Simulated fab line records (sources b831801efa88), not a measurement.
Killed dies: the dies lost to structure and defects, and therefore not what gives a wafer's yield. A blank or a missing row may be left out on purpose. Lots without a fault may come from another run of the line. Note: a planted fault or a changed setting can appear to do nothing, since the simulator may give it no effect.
What tool caused it? | flow sky130 | Sampling: 11 lots, 32 wafers, 6 of 708 route steps

WHAT THE GAUGES READ, wafer by wafer
The record holds no reading of a measuring or inspecting step that can be judged against a usual standard deviation.

WHICH TOOL RAN EACH LOT (tool, then ch and the chambers of the sampled wafers, then the start)
lot  | SKY_CAPM_SPUTTER_02          | SKY_VIA3_CMP_02               | SKY_VIA3_ETCH_15                   | SKY_VIA3_STRIP_16                    | SKY_VIA3_CVD_21               | SKY_PAD_OPEN_PROBE_99
L206 | pvd-sputter-01, day 36 01:03 | cmp-02 ch 0,1,3, day 38 06:32 | rie-diel-03 ch 0,2, day 39 08:28   | plasma-asher-02 ch 0,1, day 39 08:32 | cvd-w-01 ch 0,1, day 39 09:11 | prober-02, day 45 12:09
L207 | pvd-sputter-03, day 36 09:38 | cmp-01 ch 1,2, day 38 13:55   | rie-diel-04 ch 1,2,3, day 39 14:56 | plasma-asher-01 ch 0,1, day 39 15:00 | cvd-w-01 ch 0,1, day 39 15:39 | prober-01, day 45 17:27
L208 | pvd-sputter-01, day 36 16:25 | cmp-01 ch 0,1,3, day 38 22:19 | rie-diel-01 ch 0,2,3, day 39 23:00 | plasma-asher-02 ch 0,1, day 39 23:04 | cvd-w-01 ch 0,1, day 39 23:44 | prober-02, day 46 01:08
L209 | pvd-sputter-01, day 36 23:43 | cmp-01 ch 2,3, day 39 04:26   | rie-diel-01 ch 0,2,3, day 40 05:40 | plasma-asher-04 ch 0,1, day 40 05:44 | cvd-w-01 ch 0,1, day 40 06:28 | prober-01, day 46 08:05
L211 | pvd-sputter-04, day 38 01:37 | cmp-02 ch 1,2, day 40 05:26   | rie-diel-01 ch 0,1,2, day 41 05:49 | plasma-asher-04 ch 0,1, day 41 05:52 | cvd-w-01 ch 0,1, day 41 06:31 | prober-01, day 47 01:28
L212 | pvd-sputter-01, day 39 01:34 | cmp-02 ch 0,1,2, day 41 05:58 | rie-diel-04 ch 0,2,3, day 42 06:10 | plasma-asher-02 ch 0,1, day 42 06:15 | cvd-w-02 ch 0,1, day 42 06:55 | prober-01, day 48 00:41
L214 | pvd-sputter-01, day 39 02:23 | cmp-02 ch 0,1,3, day 41 04:59 | rie-diel-01 ch 2,3, day 42 05:08   | plasma-asher-04 ch 0,1, day 42 05:12 | cvd-w-02 ch 0,1, day 42 05:51 | prober-02, day 47 23:08
L221 | pvd-sputter-03, day 41 04:34 | cmp-02 ch 1,3, day 43 05:10   | rie-diel-01 ch 1,2,3, day 44 04:01 | plasma-asher-02 ch 0,1, day 44 04:05 | cvd-w-02 ch 0,1, day 44 04:44 | prober-02, day 49 12:13
L223 | pvd-sputter-03, day 41 15:33 | cmp-02 ch 0, day 43 15:40     | rie-diel-01 ch 0,3, day 44 13:52   | plasma-asher-02 ch 0, day 44 13:57   | cvd-w-01 ch 1, day 44 14:37   | prober-02, day 49 19:12
L228 | pvd-sputter-03, day 42 20:48 | cmp-01 ch 1,2, day 44 20:02   | rie-diel-04 ch 0,2, day 45 17:38   | plasma-asher-02 ch 0,1, day 45 17:42 | cvd-w-01 ch 0,1, day 45 18:21 | prober-01, day 50 17:44
L229 | pvd-sputter-04, day 43 00:03 | cmp-02 ch 0,1,3, day 44 22:38 | rie-diel-04 ch 1,2, day 45 19:52   | plasma-asher-02 ch 0,1, day 45 19:56 | cvd-w-02 ch 0,1, day 45 20:41 | prober-02, day 50 19:20
- SKY_CAPM_SPUTTER_02: material TiN, target thk 200 nm, time 166.7 s.
- SKY_VIA3_CMP_02: polishes SiO2.
- SKY_VIA3_ETCH_15: etches SiO2 in C4F8/O2/Ar, stops on TiN, target depth 507 nm, time 78 s.
- SKY_VIA3_STRIP_16: strips in O2/N2.
- SKY_VIA3_CVD_21: deposits W, target thk 390 nm, time 117.31 s.
- SKY_PAD_OPEN_PROBE_99

WHAT THE TOOLS THEMSELVES READ (means of the sampled wafers that have a number; where no wafer has one, the mark that the record gives instead)
SKY_CAPM_SPUTTER_02. Usual: 30.2 % for throttle-valve-pct, sd 1.2.
lot  | tool           | throttle-valve-pct (%) | flag
L206 | pvd-sputter-01 | 30.2                   |
L207 | pvd-sputter-03 | 29.8                   |
L208 | pvd-sputter-01 | 30.6                   |
L209 | pvd-sputter-01 | 30.4                   |
L211 | pvd-sputter-04 | 29.5                   |
L212 | pvd-sputter-01 | 30.2                   |
L214 | pvd-sputter-01 | 30.5                   |
L221 | pvd-sputter-03 | 29.7                   |
L223 | pvd-sputter-03 | 28.8                   |
L228 | pvd-sputter-03 | 29.8                   |
L229 | pvd-sputter-04 | 29.9                   |

SKY_VIA3_CMP_02. Usual: motor-current-A 11.7 A, standard deviation 1.4; slurry-flow-ml-min 150.0, standard deviation 0.47.
lot  | tool   | motor-current-A (A) | slurry-flow-ml-min | flag
L206 | cmp-02 | 12.1                | 150.2              |
L207 | cmp-01 | 11.2                | 150.0              |
L208 | cmp-01 | 12.2                | 150.1              |
L209 | cmp-01 | 10.6                | 149.8              |
L211 | cmp-02 | 12.8                | 150.4              |
L212 | cmp-02 | 12.5                | 149.6              |
L214 | cmp-02 | 12.0                | 149.9              |
L221 | cmp-02 | 11.5                | 149.5              |
L223 | cmp-02 | 11.6                | 150.1              |
L228 | cmp-01 | 12.6                | 150.0              |
L229 | cmp-02 | 12.2                | 150.0              |

SKY_VIA3_ETCH_15. Usual: 0.946 a.u. for oes-product-au, sd 0.0048.
lot  | tool        | oes-product-au (a.u.) | flag
L206 | rie-diel-03 | 0.946                 |
L207 | rie-diel-04 | 0.942                 |
L208 | rie-diel-01 | 0.950                 |
L209 | rie-diel-01 | 0.946                 |
L211 | rie-diel-01 | 0.948                 |
L212 | rie-diel-04 | 0.944                 |
L214 | rie-diel-01 | 0.947                 |
L221 | rie-diel-01 | 0.949                 |
L223 | rie-diel-01 | 0.946                 |
L228 | rie-diel-04 | 0.943                 |
L229 | rie-diel-04 | 0.947                 |

SKY_VIA3_STRIP_16. Usual: drypump-motor-current-A 5.6 A, standard deviation 0.4; o2-flow-sccm 3000 sccm, standard deviation 9.9; oes-product-au 0.401 a.u., standard deviation 0.0045; strip-time-to-endpoint-s 4.131 s, standard deviation 0.023.
lot  | tool            | drypump-motor-current-A (A) | o2-flow-sccm (sccm) | oes-product-au (a.u.) | strip-time-to-endpoint-s (s) | flag
L206 | plasma-asher-02 | 5.6                         | 2991                | 0.402                 | 4.116                        |
L207 | plasma-asher-01 | 5.5                         | 3003                | 0.401                 | 4.123                        |
L208 | plasma-asher-02 | 5.4                         | 3000                | 0.401                 | 4.135                        |
L209 | plasma-asher-04 | 5.9                         | 2994                | 0.405                 | 4.111                        |
L211 | plasma-asher-04 | 5.9                         | 3003                | 0.404                 | 4.119                        |
L212 | plasma-asher-02 | 5.4                         | 3004                | 0.403                 | 4.146                        |
L214 | plasma-asher-04 | 6.0                         | 3002                | 0.404                 | 4.159                        |
L221 | plasma-asher-02 | 5.6                         | 2994                | 0.397                 | 3.968                        | OFF
L223 | plasma-asher-02 | 5.8                         | 2988                | 0.392                 | 3.842                        | OFF
L228 | plasma-asher-02 | 5.4                         | 2996                | 0.399                 | 4.154                        |
L229 | plasma-asher-02 | 5.6                         | 2993                | 0.401                 | 4.120                        |

SKY_VIA3_CVD_21. Usual: 897 W for heater-power-w, sd 42.
lot  | tool     | heater-power-w (W) | flag
L206 | cvd-w-01 | 874                |
L207 | cvd-w-01 | 860                |
L208 | cvd-w-01 | 861                |
L209 | cvd-w-01 | 873                |
L211 | cvd-w-01 | 868                |
L212 | cvd-w-02 | 927                |
L214 | cvd-w-02 | 924                |
L221 | cvd-w-02 | 927                |
L223 | cvd-w-01 | 834                |
L228 | cvd-w-01 | 882                |
L229 | cvd-w-02 | 947                |

SKY_PAD_OPEN_PROBE_99. Usual: defect-limited-yield 82.0 %, standard deviation 1.9; killed_at_M0_to_M3 45, standard deviation 6.9; killed_at_M4_up 3.0, standard deviation 1.7; killed-at-contacts 25, standard deviation 5.6; killed-at-front-end 15, standard deviation 4.2; killed-at-other 0.3, standard deviation 0.55; killed-dies 89, standard deviation 9.6; killed-on-rim 18, standard deviation 4; killed-open 49, standard deviation 7.2; killed-short 39, standard deviation 6.5; sort_bin_3_pad_short 0.9 %, standard deviation 0.44; sort_bin_5_function 10.7 %, standard deviation 1.4; sort_bin_6_memory 6.4 %, standard deviation 1.3; sort-n-pass 403, standard deviation 9.6; sort-yield-pct 82.0 %, standard deviation 1.9.
lot  | tool      | defect-limited-yield (%) | killed_at_M0_to_M3 | killed_at_M4_up | killed-at-contacts | killed-at-front-end | killed-at-other | killed-dies | killed-on-rim | killed-open | killed-short | sort_bin_3_pad_short (%) | sort_bin_5_function (%) | sort_bin_6_memory (%) | sort-n-pass | sort-yield-pct (%) | flag
L206 | prober-02 | 81.8                     | 46                 | 2.0             | 26                 | 15                  | 0.0             | 89          | 20            | 52          | 37           | 1.0                      | 9.9                     | 7.2                   | 403         | 81.8               |
L207 | prober-01 | 82.7                     | 42                 | 3.7             | 26                 | 13                  | 0.0             | 85          | 18            | 45          | 40           | 1.1                      | 10.0                    | 6.1                   | 407         | 82.7               |
L208 | prober-02 | 80.8                     | 50                 | 3.0             | 26                 | 15                  | 0.3             | 94          | 22            | 54          | 40           | 0.7                      | 12.2                    | 6.2                   | 398         | 80.8               |
L209 | prober-01 | 81.6                     | 51                 | 2.7             | 22                 | 15                  | 0.0             | 91          | 19            | 52          | 39           | 0.4                      | 12.4                    | 5.6                   | 401         | 81.6               |
L211 | prober-01 | 84.9                     | 36                 | 3.7             | 21                 | 14                  | 0.0             | 74          | 13            | 43          | 31           | 0.6                      | 8.7                     | 5.8                   | 418         | 84.9               |
L212 | prober-01 | 83.0                     | 45                 | 2.7             | 21                 | 14                  | 0.7             | 84          | 16            | 46          | 37           | 0.8                      | 10.7                    | 5.5                   | 408         | 83.0               |
L214 | prober-02 | 81.6                     | 41                 | 4.0             | 30                 | 15                  | 0.3             | 90          | 18            | 50          | 40           | 0.5                      | 11.5                    | 6.4                   | 402         | 81.6               |
L221 | prober-02 | 82.2                     | 47                 | 2.0             | 21                 | 18                  | 0.3             | 88          | 16            | 46          | 42           | 0.7                      | 11.3                    | 5.8                   | 404         | 82.2               |
L223 | prober-02 | 82.0                     | 40                 | 3.5             | 29                 | 15                  | 0.5             | 88          | 16            | 48          | 40           | 1.2                      | 11.2                    | 5.6                   | 404         | 82.0               |
L228 | prober-01 | 82.4                     | 43                 | 3.0             | 25                 | 16                  | 0.0             | 87          | 14            | 51          | 35           | 0.9                      | 11.1                    | 5.7                   | 405         | 82.4               |
L229 | prober-02 | 83.9                     | 43                 | 2.0             | 23                 | 11                  | 0.7             | 79          | 17            | 45          | 33           | 0.6                      | 9.9                     | 5.6                   | 413         | 83.9               |

THE ANSWER, worked out from the rows above alone
Rule: a lot is off if the mean of its wafers that have a number lies more than 3 standard deviations from the usual mean. Also off: a lot with no number at a reading for which 4 or more lots have one. Where the step has rows for the other lots, those lots are counted as sound. First the gauges in route order, then the tools' own readings, where a lot's mean is used as printed above. At the first step where some lot is off, the reading lying furthest off is the one used; lots without a number count as furthest.
Off: L221, L223 (SKY_VIA3_STRIP_16, strip-time-to-endpoint-s).
If a tool, at that step or one of the process steps before it, ran each lot that is off and ran no sound lot following the first of them, it fits. One fits: SKY_VIA3_ETCH_15 on rie-diel-01. A fault onset in the window from L214 (day 42 05:08, its last sound lot) to L221 (day 44 04:01, its first lot off) fits.

WHAT THE SIMULATOR HAD INSERTED
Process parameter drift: rie-diel-01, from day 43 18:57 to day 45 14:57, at SKY_VIA3_ETCH_15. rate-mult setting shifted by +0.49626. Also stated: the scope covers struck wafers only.
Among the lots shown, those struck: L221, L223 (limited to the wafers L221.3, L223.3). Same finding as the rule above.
